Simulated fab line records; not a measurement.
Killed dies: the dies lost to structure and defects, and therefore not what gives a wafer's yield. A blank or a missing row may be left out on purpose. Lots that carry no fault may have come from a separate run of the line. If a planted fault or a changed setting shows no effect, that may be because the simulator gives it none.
Which tool did it?    flow sky130    13 lots, 39 wafers sampled, at 4 steps of a route of 708

WHAT EACH GAUGE READ, for each wafer
SKY_METAL1_OVL_MEAS_16.
lot   measured      on          METAL1_OVL (nm)
L960  day 32 17:49  overlay-02  0 4 8
L961  day 32 18:41  overlay-02  10 7 7
L962  day 32 21:10  overlay-02  3 3 -3
L963  day 33 20:07  overlay-01  -5 -2 5
L965  day 34 10:22  overlay-02  -4 -3 -2
L966  day 37 01:13  overlay-02  5 -1 -5
L971  day 37 04:45  overlay-02  -2 2 0
L969  day 37 06:02  overlay-02  -1 4 2
L976  day 37 20:49  overlay-01  3 6 5
L977  day 37 22:05  overlay-02  3 4 0
L980  day 38 16:26  overlay-02  -6 -3 -7
L982  day 40 11:46  overlay-02  -1 -1 7
L983  day 40 11:56  overlay-01  4 0 6

SKY_VIA1_RS_MEAS_22: measures by four-point-probe.
lot   measured      on            VIA1_W_RS (ohm/sq)
L960  day 33 22:14  filmMetro-04  0.438 0.434 0.436
L961  day 33 23:59  filmMetro-03  0.425 0.428 0.421
L962  day 34 02:39  filmMetro-01  0.434 0.433 0.435
L963  day 35 00:35  filmMetro-01  0.435 0.434 0.425
L965  day 35 15:01  filmMetro-04  0.432 0.436 0.432
L966  day 38 05:23  filmMetro-03  0.423 0.427 0.427
L971  day 38 09:10  filmMetro-04  0.421 0.420 0.421
L969  day 38 09:47  filmMetro-03  0.428 0.430 0.424
L976  day 39 01:20  filmMetro-01  0.430 0.425 0.430
L977  day 39 02:49  filmMetro-03  0.429 0.425 0.438
L980  day 39 20:20  filmMetro-03  0.417 0.420 0.419
L982  day 41 13:53  filmMetro-03  0.429 0.432 0.434
L983  day 41 14:22  filmMetro-01  0.425 0.422 0.438

WHICH TOOL RAN EACH LOT (tool, then ch and the chambers of the sampled wafers, then the start)
lot   SKY_METAL1_SPUTTER_04        SKY_VIA1_SOFTBAKE_08
L960  pvdSputter-03, day 31 15:04  lithoTrack-03 ch 0, day 33 08:00
L961  pvdSputter-03, day 31 16:37  lithoTrack-03 ch 0, day 33 09:00
L962  pvdSputter-04, day 31 18:23  lithoTrack-01 ch 0, day 33 12:00
L963  pvdSputter-03, day 32 16:50  lithoTrack-01 ch 0, day 34 11:00
L965  pvdSputter-03, day 33 07:41  lithoTrack-03 ch 0, day 35 00:00
L966  pvdSputter-03, day 35 22:50  lithoTrack-01 ch 0, day 37 14:00
L971  pvdSputter-04, day 36 02:08  lithoTrack-03 ch 0, day 37 18:00
L969  pvdSputter-04, day 36 03:43  lithoTrack-01 ch 0, day 37 20:00
L976  pvdSputter-03, day 36 19:05  lithoTrack-03 ch 0, day 38 10:00
L977  pvdSputter-03, day 36 20:16  lithoTrack-01 ch 0, day 38 11:00
L980  pvdSputter-01, day 37 14:31  lithoTrack-03 ch 0, day 39 07:00
L982  pvdSputter-04, day 39 11:01  lithoTrack-02 ch 0, day 41 00:00
L983  pvdSputter-01, day 39 11:19  lithoTrack-03 ch 0, day 41 00:00
- SKY_METAL1_SPUTTER_04: material TiN, target thk 70 nm, time 58.3 s.
- SKY_VIA1_SOFTBAKE_08: time 90 s.

AS READ BY THE TOOLS THEMSELVES (means over the sampled wafers that have a number; for cases with no such wafer, the mark the record gives instead)
SKY_METAL1_SPUTTER_04.
lot   tool           throttleValvePct (%)
L960  pvdSputter-03  30.9
L961  pvdSputter-03  30.4
L962  pvdSputter-04  30.7
L963  pvdSputter-03  29.8
L965  pvdSputter-03  30.3
L966  pvdSputter-03  30.3
L971  pvdSputter-04  30.0
L969  pvdSputter-04  30.3
L976  pvdSputter-03  30.2
L977  pvdSputter-03  30.2
L980  pvdSputter-01  30.3
L982  pvdSputter-04  30.5
L983  pvdSputter-01  30.4

SKY_VIA1_SOFTBAKE_08.
lot   tool           heaterPowerTotalW (W)  resistLineTempC (C)  runLengthS (s)
L960  lithoTrack-03  57.43                  23.03                119.07
L961  lithoTrack-03  57.41                  23.03                119.06
L962  lithoTrack-01  57.54                  22.94                119.12
L963  lithoTrack-01  57.41                  23.03                119.06
L965  lithoTrack-03  57.36                  23.02                119.07
L966  lithoTrack-01  57.45                  23.07                119.10
L971  lithoTrack-03  57.39                  22.91                118.95
L969  lithoTrack-01  59.33                  23.04                110.04
L976  lithoTrack-03  57.38                  23.15                119.06
L977  lithoTrack-01  59.52                  23.07                110.08
L980  lithoTrack-03  57.28                  23.08                119.13
L982  lithoTrack-02  57.51                  22.98                118.95
L983  lithoTrack-03  57.39                  22.84                119.09

THE ANSWER, worked out from the rows above alone
Rule: the usual values come from the lots themselves. Put in order of their means at a reading, lots are off if they are a third of the lots or fewer, leave a main group of 4 or more, and stand apart from it by a gap of 3 or more times the standard deviation of the main group's means; of several such gaps the widest counts. A main group whose means are all the same, to the digits that the tables above print for the reading, isn't used. A lot without any number at a reading at which 4 lots or more have one is off too. Any other lot the step has rows for is counted as sound. After the gauges, taken in route order, come the tools' own readings; for these a lot's mean is taken, as printed above. The first step at which some lot is off is used, and at that step the reading that is off furthest; a lot without a number counts as furthest.
Off: L969, L977 (SKY_VIA1_SOFTBAKE_08, runLengthS). The main group: mean 119.06 s, standard deviation 0.057.
If a tool, at that step or one of the process steps before it, ran each lot that is off and ran no sound lot following the first of them, it fits. One fits: lithoTrack-01 at SKY_VIA1_SOFTBAKE_08. A fault onset in the window from L966 (day 37 14:00, its last sound lot) to L969 (day 37 20:00, its first lot off) fits.
The tool's own readings at SKY_VIA1_SOFTBAKE_08 bear it out: on the lots that are off they differ by more than 5 times the standard deviation of the sound lots' means. heaterPowerTotalW reads 59.42 W there against 57.41 W on the sound lots; runLengthS reads 110.06 s there against 119.06 s on the sound lots.

WHAT THE SIMULATOR HAD INSERTED
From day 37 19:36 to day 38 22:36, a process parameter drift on lithoTrack-01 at SKY_VIA1_SOFTBAKE_08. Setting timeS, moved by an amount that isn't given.
Struck lots among those shown: L969, L977. The rule above reached the same finding.
